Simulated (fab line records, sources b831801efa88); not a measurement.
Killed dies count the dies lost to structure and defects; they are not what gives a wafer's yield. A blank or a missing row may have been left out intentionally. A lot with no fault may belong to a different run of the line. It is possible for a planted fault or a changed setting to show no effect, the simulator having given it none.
Struck lot and sound lot, side by side	flow gf180mcu	15 out of 602 route steps
Sound: wafers L786.4, L786.5, L786.6. Wafers L797.2, L797.4, L797.5 were the ones struck. The cause is named last.
At each step with rows: each side's tool, then ch and its chambers, then its first start. Under that, the readings that differ: sound wafers	struck wafers	difference of the means	sigmas: that difference in standard deviations of wafers without a fault.
alike: same words and numbers on both sides, and readings whose means sit less than 2 such deviations apart. not compared: any withheld reading, any reading some wafer has no value for, any bound like >300 that may hide the same value, and any number with overlapping values for which the record gives no deviation.
A row with sigmas, a row that says differs or no value, or rows on one side alone: a step with any of these is where the two part. When numbers do not overlap yet have no deviation, they are printed without sigmas and do not part them. A reading that every wafer of one side lacks parts them only if that side has two wafers or more.

first, 3 steps without rows for these wafers: GF_MVSD_EXPOSE_04 (exposes mask MVSD, target cd 1000 nm); GF_MVSD_PEB_05; GF_MVSD_DEVELOP_06 (develop time 60 s).
GF_MVSD_OVL_MEAS_07:
  sound on overlay-02, day 4 23:55; struck on overlay-02, day 7 13:37
  alike: MVSD_OVL
then, 2 steps without rows for these wafers: GF_MVSD_IMPLANT_08; GF_MVSD_IMPLANT_09.
GF_MVSD_STRIP_10: strips in O2/N2.
  sound on plasma-asher-02 ch 0,1, day 5 00:17; struck on plasma-asher-03 ch 0,1, day 7 13:57
reading	sound	struck	difference	sigmas
drypump-motor-current-A (A)	6.2 6.0 6.2	4.9 5.3 4.9	-1.1	-3
  alike: chamber-pressure-mTorr, heater-power-w, oes-product-au, strip-time-to-endpoint-s
  not compared: rf-hours-counter-h
GF_MVSD_TW_MEAS_11:
  sound on film-metro-04, day 5 00:23; struck on film-metro-04, day 7 14:07
  alike: MVSD_TW
then, 4 steps without rows for these wafers: GF_MVPSD_DEHYDRATE_00 (time 60 s); GF_MVPSD_HMDS_01 (prime time 60 s); GF_MVPSD_COAT_02 (resist thk 3000 nm); GF_MVPSD_SOFTBAKE_03.
GF_MVPSD_EXPOSE_04: exposes mask MVPSD, target cd 1000 nm.
  sound on iline-stepper-02 ch 0, day 5 07:34; struck on iline-stepper-01 ch 0, day 7 22:01
reading	sound	struck	difference	sigmas
mask	MVPSD#0 MVPSD#0 MVPSD#0	MVPSD_R1#0 MVPSD_R1#0 MVPSD_R1#0	differs	
following that, these wafers have no rows for 1 step: GF_MVPSD_PEB_05.
-- the record jumps here: 25 days lie between the struck wafers' starts before and after (it left off in module MVPSD and takes up again in module PASSIVATION, whose first step shown is number 602 of the route) --
GF_PASSIVATION_PROBE_99:
  record: rows for the struck wafers here (prober-02, day 32 16:02), none for the sound ones

WHERE THEY PART
At GF_MVSD_STRIP_10 first; at GF_PASSIVATION_PROBE_99 last (within this record only).

WHY: what the simulator had put in
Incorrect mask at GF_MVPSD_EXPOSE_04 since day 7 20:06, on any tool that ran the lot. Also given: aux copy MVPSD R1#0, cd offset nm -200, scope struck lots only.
